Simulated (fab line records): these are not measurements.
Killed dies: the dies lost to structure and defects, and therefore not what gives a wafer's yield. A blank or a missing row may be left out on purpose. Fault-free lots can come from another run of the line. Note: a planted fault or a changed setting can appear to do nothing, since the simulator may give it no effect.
What tool caused it? | flow gf180mcu | 72 wafers from 24 lots sampled at 6 of the route's 602 steps

WHAT THE GAUGES READ, wafer by wafer
GF_VT_IMPLANT_TW_MEAS_43. Usual: VT_IMPLANT_4_TW 691, standard deviation 7.4.
lot  | measured     | on            | VT_IMPLANT_4_TW | flag
L074 | day 7 15:20  | film metro-04 | 698 700 693     |
L075 | day 7 20:04  | film metro-04 | 696 696 700     |
L076 | day 8 01:44  | film metro-04 | 697 698 698     |
L077 | day 8 09:55  | film metro-03 | 684 685 682     |
L078 | day 8 15:24  | film metro-04 | 696 693 694     |
L079 | day 8 23:11  | film metro-03 | 683 687 686     |
L080 | day 9 04:45  | film metro-02 | 693 692 696     |
L081 | day 9 11:35  | film metro-03 | 684 683 686     |
L082 | day 9 18:01  | film metro-03 | 684 679 683     |
L083 | day 10 04:04 | film metro-02 | 695 697 693     |
L084 | day 10 10:22 | film metro-03 | 687 683 685     |
L085 | day 10 16:32 | film metro-02 | 693 694 696     |
L086 | day 10 21:37 | film metro-04 | 705 701 705     |
L087 | day 11 05:49 | film metro-04 | 697 698 697     |
L088 | day 11 11:23 | film metro-03 | 686 686 680     |
L089 | day 11 16:44 | film metro-03 | 687 686 685     |
L090 | day 11 22:11 | film metro-04 | 697 702 699     |
L091 | day 12 08:41 | film metro-03 | 679 679 683     |
L092 | day 12 13:12 | film metro-04 | 703 699 702     |
L093 | day 12 20:14 | film metro-03 | 686 685 683     |
L094 | day 13 01:08 | film metro-02 | 694 694 694     |
L095 | day 13 12:04 | film metro-03 | 684 683 681     |
L096 | day 13 17:52 | film metro-03 | 683 687 682     |
L097 | day 14 04:10 | film metro-04 | 706 701 704     |

GF_HV_LDD_TW_MEAS_23. Usual: HV_LDD_2_TW 1060, standard deviation 9.3.
lot  | measured     | on            | HV_LDD_2_TW    | flag
L074 | day 10 22:44 | film metro-01 | 1073 1062 1069 |
L075 | day 11 03:27 | film metro-01 | 1070 1058 1064 |
L076 | day 11 09:18 | film metro-01 | 1066 1069 1064 |
L077 | day 11 16:46 | film metro-02 | 1055 1062 1059 |
L078 | day 12 01:13 | film metro-01 | 1065 1063 1061 |
L079 | day 12 09:35 | film metro-03 | 1037 1048 1042 |
L080 | day 12 13:38 | film metro-01 | 1062 1068 1060 |
L081 | day 12 21:49 | film metro-01 | 1063 1064 1064 |
L082 | day 13 06:28 | film metro-02 | 1063 1061 1066 |
L083 | day 13 17:56 | film metro-02 | 1061 1057 1069 |
L084 | day 14 00:02 | film metro-01 | 1063 1072 1070 |
L085 | day 14 07:08 | film metro-01 | 1068 1067 1060 |
L086 | day 14 12:29 | film metro-03 | 1044 1043 1048 |
L087 | day 14 19:54 | film metro-03 | 1050 1046 1038 |
L088 | day 15 02:32 | film metro-02 | 1058 1059 1060 |
L089 | day 15 09:43 | film metro-03 | 1055 1054 1054 |
L090 | day 15 17:14 | film metro-02 | 1055 1060 1060 |
L091 | day 16 06:40 | film metro-03 | 1046 1050 1049 |
L092 | day 16 09:13 | film metro-02 | 1058 1065 1067 |
L093 | day 16 21:06 | film metro-03 | 1044 1046 1039 |
L094 | day 17 01:56 | film metro-03 | 1054 1056 1052 |
L095 | day 17 10:02 | film metro-01 | 1072 1078 1079 |
L096 | day 17 16:24 | film metro-01 | 1076 1075 1073 |
L097 | day 18 05:53 | film metro-03 | 1052 1054 1050 |

GF_HV_LDD_OVL_MEAS_47. Usual: HV_LDD_03_OVL 0.0 nm, standard deviation 1.4.
lot  | measured     | on         | HV_LDD_03_OVL (nm) | flag
L074 | day 12 13:01 | overlay-02 | 2.9 0.9 3.6        |
L075 | day 12 16:43 | overlay-02 | 0.9 0.5 1.4        |
L076 | day 13 00:04 | overlay-02 | 1.2 0.7 2.3        |
L077 | day 13 09:23 | overlay-02 | 0.4 -2.3 -1.3      |
L078 | day 13 17:55 | overlay-02 | -0.9 0.1 -0.5      |
L079 | day 14 01:52 | overlay-02 | 1.1 1.4 1.2        |
L080 | day 14 06:35 | overlay-01 | 1.6 0.6 0.4        |
L081 | day 14 15:07 | overlay-01 | 1.9 1.1 1.3        |
L082 | day 15 00:34 | overlay-01 | -2.2 0.8 -0.1      |
L083 | day 15 12:25 | overlay-02 | 0.7 0.8 1.5        |
L084 | day 15 17:56 | overlay-02 | 0.5 -0.3 0.1       |
L085 | day 16 02:55 | overlay-01 | -0.8 -1.3 -0.7     |
L086 | day 16 08:17 | overlay-01 | 0.6 1.6 -0.1       |
L087 | day 16 16:16 | overlay-01 | 0.7 1.7 1.5        |
L088 | day 16 23:22 | overlay-01 | 0.5 -1.2 -1.0      |
L089 | day 17 07:07 | overlay-01 | -0.5 -0.9 -1.1     |
L090 | day 17 15:16 | overlay-01 | 1.7 1.1 1.9        |
L091 | day 18 05:07 | overlay-01 | -1.4 -1.0 -0.2     |
L092 | day 18 07:37 | overlay-01 | -4.1 -4.4 -2.7     |
L093 | day 18 20:37 | overlay-02 | 1.1 -0.6 -1.1      |
L094 | day 19 02:04 | overlay-02 | -0.6 -2.7 -1.1     |
L095 | day 19 10:28 | overlay-02 | 1.6 -0.8 -0.9      |
L096 | day 19 16:37 | overlay-02 | -1.1 -0.3 -1.4     |
L097 | day 20 06:52 | overlay-01 | -1.0 -1.2 -1.3     |

GF_HV_LDD_THK_MEAS_57. Usual: HV_LDD_CVD_56_THK 89.8 nm, standard deviation 0.96.
lot  | measured     | on            | HV_LDD_CVD_56_THK (nm) | flag
L074 | day 12 16:07 | film metro-03 | 89.3 89.7 89.5         |
L075 | day 12 19:49 | film metro-01 | 90.9 91.0 91.0         |
L076 | day 13 03:10 | film metro-01 | 91.4 91.4 91.9         |
L077 | day 13 14:50 | film metro-02 | 90.1 89.6 90.0         |
L078 | day 13 21:01 | film metro-02 | 89.4 89.3 89.3         |
L079 | day 14 04:57 | film metro-01 | 89.7 90.6 89.6         |
L080 | day 14 09:40 | film metro-03 | 89.4 89.6 89.5         |
L081 | day 14 18:12 | film metro-03 | 90.6 91.1 90.9         |
L082 | day 15 03:40 | film metro-01 | 89.2 89.2 89.2         |
L083 | day 15 16:26 | film metro-03 | 91.1 91.6 91.8         |
L084 | day 15 21:02 | film metro-03 | 89.2 89.1 89.9         |
L085 | day 16 08:15 | film metro-01 | 89.0 87.8 88.8         |
L086 | day 16 11:25 | film metro-01 | 90.1 90.0 89.6         |
L087 | day 16 20:46 | film metro-02 | 89.0 89.2 89.3         |
L088 | day 17 02:28 | film metro-02 | 91.5 91.5 91.2         |
L089 | day 17 10:12 | film metro-03 | 89.7 89.4 89.3         |
L090 | day 17 18:22 | film metro-02 | 88.3 88.8 89.2         |
L091 | day 18 08:43 | film metro-03 | 90.6 89.6 89.7         |
L092 | day 18 11:13 | film metro-02 | 88.6 88.0 87.9         |
L093 | day 18 23:56 | film metro-03 | 89.1 89.5 88.7         |
L094 | day 19 05:10 | film metro-02 | 88.6 88.6 89.5         |
L095 | day 19 14:04 | film metro-02 | 90.1 89.8 90.4         |
L096 | day 19 19:43 | film metro-02 | 90.6 90.5 90.1         |
L097 | day 20 09:57 | film metro-03 | 89.7 90.0 89.4         |

GF_PSD_OVL_MEAS_08. Usual: PSD_OVL 0.4 nm, standard deviation 1.3.
lot  | measured     | on         | PSD_OVL (nm)   | flag
L074 | day 14 08:26 | overlay-01 | 1.5 2.7 2.2    |
L075 | day 14 13:04 | overlay-01 | 1.4 -0.2 -0.8  |
L076 | day 14 19:55 | overlay-02 | -0.2 1.2 3.1   |
L077 | day 15 08:44 | overlay-01 | 2.2 1.9 3.2    |
L078 | day 15 14:13 | overlay-01 | -1.1 -1.7 1.0  |
L079 | day 15 22:59 | overlay-02 | 0.6 1.2 2.5    |
L080 | day 16 05:03 | overlay-01 | -1.1 -1.8 -2.3 |
L081 | day 16 13:58 | overlay-01 | -2.2 -1.8 -2.1 |
L082 | day 17 00:34 | overlay-01 | -0.3 -0.5 -0.8 |
L083 | day 17 13:44 | overlay-02 | 1.2 0.4 -0.1   |
L084 | day 17 18:50 | overlay-01 | -0.4 -0.2 0.1  |
L085 | day 18 06:04 | overlay-02 | 0.4 0.6 2.2    |
L086 | day 18 10:40 | overlay-02 | 0.2 1.3 -0.8   |
L087 | day 18 20:25 | overlay-02 | -0.4 -0.2 1.3  |
L088 | day 19 01:55 | overlay-01 | 0.5 -0.6 -0.2  |
L089 | day 19 09:52 | overlay-01 | 0.6 1.0 2.5    |
L090 | day 19 18:20 | overlay-01 | -0.3 0.1 -0.7  |
L091 | day 20 09:16 | overlay-02 | 2.0 0.6 1.5    |
L092 | day 20 12:26 | overlay-01 | 0.1 -0.4 -0.6  |
L093 | day 21 00:55 | overlay-01 | 0.5 1.0 0.7    |
L094 | day 21 06:01 | overlay-01 | 1.8 1.9 -1.1   |
L095 | day 21 14:50 | overlay-02 | -0.3 -0.5 -1.8 |
L096 | day 21 20:35 | overlay-02 | 1.7 0.6 2.5    |
L097 | day 22 09:31 | overlay-02 | -0.1 1.9 1.9   |

WHICH TOOL RAN EACH LOT (tool, then ch and the chambers of the sampled wafers, then the start)
lot  | GF_POLY_GATE_ETCH_13
L074 | rie si-02 ch 0,1,3, day 9 08:01
L075 | rie si-01 ch 0,1,3, day 9 12:28
L076 | rie si-01 ch 0,1,3, day 9 18:49
L077 | rie si-01 ch 0,1,2, day 10 02:18
L078 | rie si-01 ch 0,1,2, day 10 08:16
L079 | rie si-02 ch 1,3, day 10 17:52
L080 | rie si-02 ch 1,2, day 10 21:52
L081 | rie si-02 ch 0,1,2, day 11 05:22
L082 | rie si-01 ch 0,1,2, day 11 12:16
L083 | rie si-02 ch 0,1,2, day 12 00:03
L084 | rie si-02 ch 0,2,3, day 12 06:51
L085 | rie si-02 ch 0,2,3, day 12 12:28
L086 | rie si-02 ch 0,1,2, day 12 17:46
L087 | rie si-01 ch 0,1,2, day 13 01:25
L088 | rie si-01 ch 0,1,3, day 13 07:52
L089 | rie si-01 ch 0,1,3, day 13 12:52
L090 | rie si-01 ch 0,1, day 13 19:00
L091 | rie si-01 ch 2,3, day 14 08:15
L092 | rie si-02 ch 0,1,3, day 14 10:49
L093 | rie si-01 ch 0,2, day 14 22:37
L094 | rie si-01 ch 0,2,3, day 15 03:03
L095 | rie si-02 ch 1,2,3, day 15 11:25
L096 | rie si-02 ch 0,3, day 15 17:39
L097 | rie si-02 ch 1,2,3, day 16 06:15
- GF_POLY_GATE_ETCH_13: etches poly-Si in HBr/Cl2, stops on SiO2, target depth 198.5 nm, time 69.6 s.

WHAT THE TOOLS THEMSELVES READ (means of the sampled wafers that have a number; where no wafer has one, the mark that the record gives instead)
GF_POLY_GATE_ETCH_13. Usual: drypump motor current A 5.5 A, standard deviation 0.45; oes product au 0.996 a.u., standard deviation 0.0087; throttle valve pct 33.685 %, standard deviation 0.0088.
lot  | tool      | drypump motor current A (A) | oes product au (a.u.) | throttle valve pct (%) | flag
L074 | rie si-02 | 5.5                         | 0.994                 | 33.683                 |
L075 | rie si-01 | 5.6                         | 0.997                 | 33.689                 |
L076 | rie si-01 | 5.6                         | 0.991                 | 33.685                 |
L077 | rie si-01 | 5.7                         | 1.002                 | 33.684                 |
L078 | rie si-01 | 5.8                         | 1.002                 | 33.693                 |
L079 | rie si-02 | 5.9                         | 0.989                 | 33.683                 |
L080 | rie si-02 | 5.9                         | 0.993                 | 33.687                 |
L081 | rie si-02 | 5.4                         | 1.000                 | 33.681                 |
L082 | rie si-01 | 5.7                         | 1.001                 | 33.687                 |
L083 | rie si-02 | 5.4                         | 1.003                 | 33.690                 |
L084 | rie si-02 | 5.4                         | 0.993                 | 33.695                 |
L085 | rie si-02 | 5.4                         | 0.993                 | 33.684                 |
L086 | rie si-02 | 5.5                         | 1.001                 | 33.692                 |
L087 | rie si-01 | 5.7                         | 1.001                 | 33.679                 |
L088 | rie si-01 | 5.6                         | 1.010                 | 33.671                 |
L089 | rie si-01 | 5.6                         | 1.008                 | 33.684                 |
L090 | rie si-01 | 5.9                         | 0.988                 | 33.687                 |
L091 | rie si-01 | 5.1                         | 0.992                 | 33.677                 |
L092 | rie si-02 | 5.5                         | 0.987                 | 33.680                 |
L093 | rie si-01 | 5.7                         | 1.007                 | 33.679                 |
L094 | rie si-01 | 5.4                         | 0.991                 | 33.690                 |
L095 | rie si-02 | 5.8                         | 0.977                 | 33.682                 |
L096 | rie si-02 | 5.1                         | 0.987                 | 33.678                 |
L097 | rie si-02 | 5.8                         | 0.993                 | 33.684                 |

THE ANSWER, worked out from the rows above alone
Rule: take the mean of a lot's wafers that have a number; if it is more than 3 standard deviations from the usual mean, the lot is off. Also off: a lot with no number at a reading for which 4 or more lots have one. Any other lot the step has rows for is counted as sound. First the gauges in route order, then the tools' own readings, where a lot's mean is used as printed above. At the first step where some lot is off, the reading lying furthest off is the one used; lots without a number count as furthest.
No lot is off on any of the readings shown, so nothing can be concluded from this.

WHAT WAS PUT IN BY THE SIMULATOR
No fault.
